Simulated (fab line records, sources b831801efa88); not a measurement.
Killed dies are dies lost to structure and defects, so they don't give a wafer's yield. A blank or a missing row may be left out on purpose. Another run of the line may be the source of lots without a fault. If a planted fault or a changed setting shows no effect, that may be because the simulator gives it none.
fab line records | flow sky130
record: lots: 14 | wafers: 40 | last_day: 50
route steps=708 shown DNWELL@43 VT_ADJUST_LVTN@118 VT_ADJUST_NCORE@125 SONOS_TUNNEL@161
lots untouched by any fault: they come from a run of this same line in which no faults occurred
start_h: hours from the record's opening day to when the first of the lot's shown wafers began | wait_h: hours elapsed since this lot's preceding step | " the same as in the row above | L1.1+2: a single row standing in for several wafers | - either no value or no given start | * or withheld: withheld | < > ~ a bound
route shown NAME@n: NAME is a module with steps in the file, n the number in the route of the first one | usual: the fault-free wafers' mean and standard deviation | same: alike in all rows | chamber/n: place in a boat | sites: the reading at each site | _std_site: the standard deviation of these | _edge_site: the outer-site mean with the inner-site mean subtracted | radius_mm: how far each site lies from the wafer's centre | mask NAME#n: copy n | behind: the most recent tool/chamber to have shaped the wafer | hold: what put the lot on hold/how long, in hours/how the hold closed | device: which transistor (n, p or np) failed to switch | end of line: at the end of the route, the tests of the same wafers | a step given without rows: its recipe and nothing more | killed: dies lost to structure and defects at the first sort, not the wafer's yield | map: the dies of a wafer, with x for killed, . for not killed, _ for no die there
set.NAME: the run value of the setting; set.NAME@STEP: its run value at that earlier step | model.NAME: the simulator's own value behind a step, which no gauge read
the route's steps for a sample of lots (tables are steps, rows are wafers)
services: when a tool's chamber went out of use (start_h, in hours from the record's first day, below 0 if earlier), for how many hours, and the reason
== steps ==
step: SKY_DNWELL_STRIP_08
recipe: chemistry: O2/N2 | power_w: 1400 | pressure_mtorr: 1500 | platen_temp_c: withheld | o2_flow_sccm: 3000 | n2_flow_sccm: 300 | overash_fraction: 0.5
usual: drypump_motor_current_A: 5.7/0.5 | oes_product_au: 0.722/0.0048 | strip_time_to_endpoint_s: 36.93/0.1
same: overash_fraction: 0.5
lot.wafer | tool            | chamber | start_h | wait_h | drypump_motor_current_A | oes_product_au | rf_hours_counter_h | strip_time_to_endpoint_s
L824.2    | plasma_asher-03 | 1       | 53.12   | 0.1    | 5.3                     | 0.718          | 23                 | 36.97
L824.3    | "               | 1       | "       | "      | 5.3                     | 0.714          | -                  | 36.91
L824.5    | "               | 0       | "       | "      | 6.4                     | 0.717          | -                  | 36.92
L825.4    | plasma_asher-03 | 1       | 57.05   | 0.1    | 5.3                     | 0.721          | -                  | 37.09
L825.5    | "               | 1       | "       | "      | 5.3                     | 0.721          | -                  | 37.08
L825.6    | "               | 0       | "       | "      | 6.5                     | 0.727          | -                  | 37.12
L834.3    | plasma_asher-01 | 1       | 104.32  | 0.1    | 5.4                     | 0.725          | -                  | 36.96
L834.4    | "               | 0       | "       | "      | 6.6                     | 0.727          | -                  | 36.97
L835.3    | plasma_asher-02 | 1       | 113.02  | 0.1    | 5.4                     | 0.720          | -                  | 37.01
L835.5    | "               | 1       | "       | "      | 5.4                     | 0.723          | -                  | 37.02
L836.1    | plasma_asher-02 | 0       | 116.37  | 0.1    | 5.5                     | 0.719          | 45                 | 36.65
L836.2    | "               | 1       | "       | "      | 5.5                     | 0.721          | 45                 | 36.72
L836.6    | "               | 0       | "       | "      | 5.5                     | 0.723          | -                  | 36.82
L837.1    | plasma_asher-03 | 0       | 121.77  | 0.1    | 6.4                     | 0.730          | 30                 | 36.95
L837.2    | "               | 1       | "       | "      | 5.4                     | 0.720          | 30                 | 37.00
L837.6    | "               | 1       | "       | "      | 5.3                     | 0.723          | -                  | 36.99
L838.2    | plasma_asher-02 | 1       | 126.17  | 0.1    | 5.4                     | 0.719          | 46                 | 36.96
L838.4    | "               | 0       | "       | "      | 5.5                     | 0.729          | -                  | 36.94
L838.5    | "               | 1       | "       | "      | 5.5                     | 0.731          | -                  | 36.98
L841.4    | plasma_asher-01 | 1       | 143.35  | 0.1    | 5.4                     | 0.719          | -                  | 37.08
L841.5    | "               | 0       | "       | "      | 6.6                     | 0.723          | -                  | 36.91
L841.6    | "               | 1       | "       | "      | 5.4                     | 0.724          | -                  | 36.94
L842.3    | plasma_asher-03 | 1       | 149.95  | 0.1    | 5.4                     | 0.725          | -                  | 36.93
L842.4    | "               | 0       | "       | "      | 6.5                     | 0.720          | -                  | 36.89
L842.6    | "               | 0       | "       | "      | 6.5                     | 0.717          | -                  | 36.76
L843.1    | plasma_asher-01 | 0       | 156.52  | 0.1    | 6.6                     | 0.719          | 4                  | 36.90
L843.5    | "               | 1       | "       | "      | 5.4                     | 0.710          | -                  | 36.95
L843.6    | "               | 0       | "       | "      | 6.6                     | 0.725          | -                  | 36.89
L844.1    | plasma_asher-03 | 0       | 158.62  | 0.1    | 6.4                     | 0.725          | 33                 | 36.94
L844.2    | "               | 1       | "       | "      | 5.4                     | 0.725          | 33                 | 36.90
L844.3    | "               | 1       | "       | "      | 5.3                     | 0.718          | -                  | 36.85
L845.3    | plasma_asher-02 | 0       | 161.75  | 0.1    | 5.5                     | 0.723          | -                  | 36.95
L845.4    | "               | 1       | "       | "      | 5.4                     | 0.728          | -                  | 36.98
L845.5    | "               | 0       | "       | "      | 5.5                     | 0.720          | -                  | 36.98
L846.2    | plasma_asher-01 | 1       | 169.28  | 0.1    | 5.4                     | 0.729          | 5                  | 36.88
L846.4    | "               | 0       | "       | "      | 6.6                     | 0.721          | -                  | 36.95
L846.6    | "               | 0       | "       | "      | 6.6                     | 0.720          | -                  | 37.04
L847.1    | plasma_asher-01 | 0       | 176.12  | 0.1    | 6.6                     | 0.723          | 6                  | 36.82
L847.3    | "               | 0       | "       | "      | 6.6                     | 0.722          | -                  | 36.79
L847.6    | "               | 0       | "       | "      | 6.6                     | 0.717          | -                  | 36.73
step: SKY_VT_ADJUST_LVTN_TW_MEAS_21
usual: VT_ADJUST_LVTN_2_TW: 187.9/1.4
lot.wafer | tool          | chamber | start_h | wait_h | VT_ADJUST_LVTN_2_TW
L824.2    | film_metro-04 | -       | 162.78  | 0.1    | 186.2
L824.3    | "             | -       | "       | "      | 186.4
L824.5    | "             | -       | "       | "      | 187.1
L825.4    | film_metro-04 | -       | 166.40  | 0.1    | 185.4
L825.5    | "             | -       | "       | "      | 185.9
L825.6    | "             | -       | "       | "      | 185.6
L834.3    | film_metro-04 | -       | 226.67  | 0.1    | 186.5
L834.4    | "             | -       | "       | "      | 186.8
L835.3    | film_metro-04 | -       | 236.59  | 0.1    | 186.3
L835.5    | "             | -       | "       | "      | 186.3
L836.1    | film_metro-03 | -       | 241.02  | 0.1    | 190.1
L836.2    | "             | -       | "       | "      | 190.2
L836.6    | "             | -       | "       | "      | 189.6
L837.1    | film_metro-01 | -       | 247.55  | 0.1    | 188.9
L837.2    | "             | -       | "       | "      | 188.6
L837.6    | "             | -       | "       | "      | 189.2
L838.2    | film_metro-03 | -       | 252.81  | 0.1    | 189.3
L838.4    | "             | -       | "       | "      | 190.2
L838.5    | "             | -       | "       | "      | 189.9
L841.4    | film_metro-04 | -       | 274.93  | 0.1    | 186.9
L841.5    | "             | -       | "       | "      | 187.2
L841.6    | "             | -       | "       | "      | 187.5
L842.3    | film_metro-03 | -       | 284.82  | 0.1    | 187.4
L842.4    | "             | -       | "       | "      | 188.3
L842.6    | "             | -       | "       | "      | 189.1
L843.1    | film_metro-01 | -       | 294.02  | 0.1    | 188.6
L843.5    | "             | -       | "       | "      | 188.1
L843.6    | "             | -       | "       | "      | 187.4
L844.1    | film_metro-04 | -       | 296.90  | 0.1    | 189.4
L844.2    | "             | -       | "       | "      | 187.9
L844.3    | "             | -       | "       | "      | 188.0
L845.3    | film_metro-01 | -       | 299.42  | 0.1    | 188.3
L845.4    | "             | -       | "       | "      | 187.3
L845.5    | "             | -       | "       | "      | 188.5
L846.2    | film_metro-04 | -       | 309.46  | 0.1    | 188.9
L846.4    | "             | -       | "       | "      | 187.7
L846.6    | "             | -       | "       | "      | 187.9
L847.1    | film_metro-03 | -       | 316.77  | 0.1    | 189.1
L847.3    | "             | -       | "       | "      | 189.1
L847.6    | "             | -       | "       | "      | 189.7
step: SKY_VT_ADJUST_NCORE_DEVELOP_06
recipe: resist: NOVOLAK | developer: TMAH | develop_time_s: 60 | dev_temp_c: 23
lot.wafer  | tool           | chamber | start_h | wait_h
L824.2+3+5 | litho_track-04 | 0       | 183.29  | 0.1
L825.4+5+6 | litho_track-03 | 0       | 187.69  | 0.1
L834.3+4   | litho_track-01 | 0       | 249.57  | 0.1
L835.3+5   | litho_track-01 | 0       | 260.21  | 0.1
L836.1+2+6 | litho_track-03 | 0       | 264.07  | 0.1
L837.1+2+6 | litho_track-04 | 0       | 271.32  | 0.1
L838.2+4+5 | litho_track-04 | 0       | 276.54  | 0.1
L841.4+5+6 | litho_track-03 | 0       | 300.54  | 0.1
L842.3+4+6 | litho_track-03 | 0       | 309.27  | 0.1
L843.1+5+6 | litho_track-03 | 0       | 319.22  | 0.1
L844.1+2+3 | litho_track-03 | 0       | 322.42  | 0.1
L845.3+4+5 | litho_track-03 | 0       | 325.27  | 0.1
L846.2+4+6 | litho_track-04 | 0       | 334.84  | 0.1
L847.1+3+6 | litho_track-04 | 0       | 342.47  | 0.1
step: SKY_VT_ADJUST_NCORE_CD_MEAS_07
recipe: target_cd_nm: 380
usual: cd_nm: 380.2/2.7
lot.wafer | tool      | chamber | start_h | wait_h | cd_nm
L824.2    | cd_sem-01 | -       | 183.44  | 0.1    | 381.1
L824.3    | "         | -       | "       | "      | 379.0
L824.5    | "         | -       | "       | "      | 378.0
L825.4    | cd_sem-01 | -       | 187.83  | 0.1    | 379.8
L825.5    | "         | -       | "       | "      | 377.3
L825.6    | "         | -       | "       | "      | 375.4
L834.3    | cd_sem-02 | -       | 249.71  | 0.1    | 378.5
L834.4    | "         | -       | "       | "      | 308.1
L835.3    | cd_sem-01 | -       | 260.35  | 0.1    | 380.9
L835.5    | "         | -       | "       | "      | 307.4
L836.1    | cd_sem-02 | -       | 264.22  | 0.1    | 380.9
L836.2    | "         | -       | "       | "      | 382.9
L836.6    | "         | -       | "       | "      | 381.7
L837.1    | cd_sem-01 | -       | 271.47  | 0.1    | 385.5
L837.2    | "         | -       | "       | "      | 384.5
L837.6    | "         | -       | "       | "      | 384.9
L838.2    | cd_sem-01 | -       | 276.69  | 0.1    | 383.4
L838.4    | "         | -       | "       | "      | 379.7
L838.5    | "         | -       | "       | "      | 382.0
L841.4    | cd_sem-02 | -       | 300.68  | 0.1    | 379.0
L841.5    | "         | -       | "       | "      | 377.1
L841.6    | "         | -       | "       | "      | 377.3
L842.3    | cd_sem-02 | -       | 309.41  | 0.1    | 383.9
L842.4    | "         | -       | "       | "      | 385.4
L842.6    | "         | -       | "       | "      | 385.3
L843.1    | cd_sem-01 | -       | 319.37  | 0.1    | 377.8
L843.5    | "         | -       | "       | "      | 379.8
L843.6    | "         | -       | "       | "      | 379.4
L844.1    | cd_sem-01 | -       | 322.57  | 0.1    | 382.0
L844.2    | "         | -       | "       | "      | 383.2
L844.3    | "         | -       | "       | "      | 383.3
L845.3    | cd_sem-02 | -       | 325.41  | 0.1    | 378.2
L845.4    | "         | -       | "       | "      | 378.4
L845.5    | "         | -       | "       | "      | 376.8
L846.2    | cd_sem-02 | -       | 334.99  | 0.1    | 379.5
L846.4    | "         | -       | "       | "      | 379.3
L846.6    | "         | -       | "       | "      | 378.1
L847.1    | cd_sem-01 | -       | 342.62  | 0.1    | 384.9
L847.3    | "         | -       | "       | "      | 383.6
L847.6    | "         | -       | "       | "      | 382.6
step: SKY_SONOS_TUNNEL_CD_MEAS_07
recipe: target_cd_nm: 410
usual: cd_nm: 409.7/2.2
lot.wafer | tool      | chamber | start_h | wait_h | cd_nm
L824.2    | cd_sem-02 | -       | 250.19  | 0.1    | 408.1
L824.3    | "         | -       | "       | "      | 408.7
L824.5    | "         | -       | "       | "      | 407.7
L825.4    | cd_sem-02 | -       | 254.39  | 0.1    | 404.2
L825.5    | "         | -       | "       | "      | 404.8
L825.6    | "         | -       | "       | "      | 406.8
L834.3    | cd_sem-01 | -       | 326.15  | 0.1    | 408.2
L834.4    | "         | -       | "       | "      | 409.5
L835.3    | cd_sem-01 | -       | 336.71  | 0.1    | 409.7
L835.5    | "         | -       | "       | "      | 409.7
L836.1    | cd_sem-02 | -       | 341.43  | 0.1    | 409.7
L836.2    | "         | -       | "       | "      | 411.3
L836.6    | "         | -       | "       | "      | 412.5
L837.1    | cd_sem-01 | -       | 350.08  | 0.1    | 409.5
L837.2    | "         | -       | "       | "      | 407.7
L837.6    | "         | -       | "       | "      | 409.5
L838.2    | cd_sem-01 | -       | 356.39  | 0.1    | 410.2
L838.4    | "         | -       | "       | "      | 408.7
L838.5    | "         | -       | "       | "      | 408.1
L841.4    | cd_sem-01 | -       | 381.83  | 0.1    | 408.6
L841.5    | "         | -       | "       | "      | 410.0
L841.6    | "         | -       | "       | "      | 409.4
L842.3    | cd_sem-01 | -       | 391.57  | 0.1    | 411.3
L842.4    | "         | -       | "       | "      | 408.4
L842.6    | "         | -       | "       | "      | 411.5
L843.1    | cd_sem-01 | -       | 401.81  | 0.1    | 408.6
L843.5    | "         | -       | "       | "      | 409.1
L843.6    | "         | -       | "       | "      | 412.8
L844.1    | cd_sem-01 | -       | 406.31  | 0.1    | 411.1
L844.2    | "         | -       | "       | "      | 410.6
L844.3    | "         | -       | "       | "      | 410.8
L845.3    | cd_sem-02 | -       | 409.66  | 0.1    | 409.6
L845.4    | "         | -       | "       | "      | 407.9
L845.5    | "         | -       | "       | "      | 408.2
L846.2    | cd_sem-01 | -       | 420.99  | 0.1    | 410.7
L846.4    | "         | -       | "       | "      | 408.8
L846.6    | "         | -       | "       | "      | 410.2
L847.1    | cd_sem-01 | -       | 428.31  | 0.1    | 406.9
L847.3    | "         | -       | "       | "      | 407.1
L847.6    | "         | -       | "       | "      | 407.2
== services ==
tool            | chamber | start_h | hours | kind
plasma_asher-01 | -       | 108.83  | 9.0   | pm
plasma_asher-01 | 0       | 108.83  | 9.0   | vent_cycle
plasma_asher-01 | 1       | 108.83  | 9.0   | vent_cycle
plasma_asher-01 | 0       | 117.83  | -     | clean
plasma_asher-01 | 1       | 117.83  | -     | clean
litho_track-03  | -       | 119.04  | -     | consumable_replace:filter
plasma_asher-02 | -       | 125.23  | 0.4   | repair
plasma_asher-03 | -       | 181.63  | 1.3   | repair
plasma_asher-01 | -       | 184.97  | 2.3   | repair
plasma_asher-01 | -       | 246.70  | 2.5   | repair
== key ==
first_sign: step: SKY_VT_ADJUST_NCORE_CD_MEAS_07 | reading: cd_nm | direction: down | sigmas: 27 | usual: 380.2 | struck: 307.7
effect none on later readings
met_at SKY_VT_ADJUST_NCORE_DEVELOP_06
struck_lots L834,L835
struck_wafers L834.4,L835.5
tester_left_out L834,L835
not_acting_at SKY_DNWELL_STRIP_08,SKY_VT_ADJUST_LVTN_TW_MEAS_21,SKY_SONOS_TUNNEL_CD_MEAS_07
fault: kind: process_parameter_drift | tool: litho_track-01 | chamber: - | onset_h: 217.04 | steps: SKY_VT_ADJUST_NCORE_DEVELOP_06 | channel: develop_time_s | offset: * | shape: step | end_h: 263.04 | scope: struck_wafers_only | acts_in: * | stated: *
tester_left_out: of these lots the tester's yield and bins aren't shown, on N5 and GAA mostly nor the transistor test; their killed dies are dies lost to structure and defects alone, not to doping, threshold or leakage, so they don't give the yield
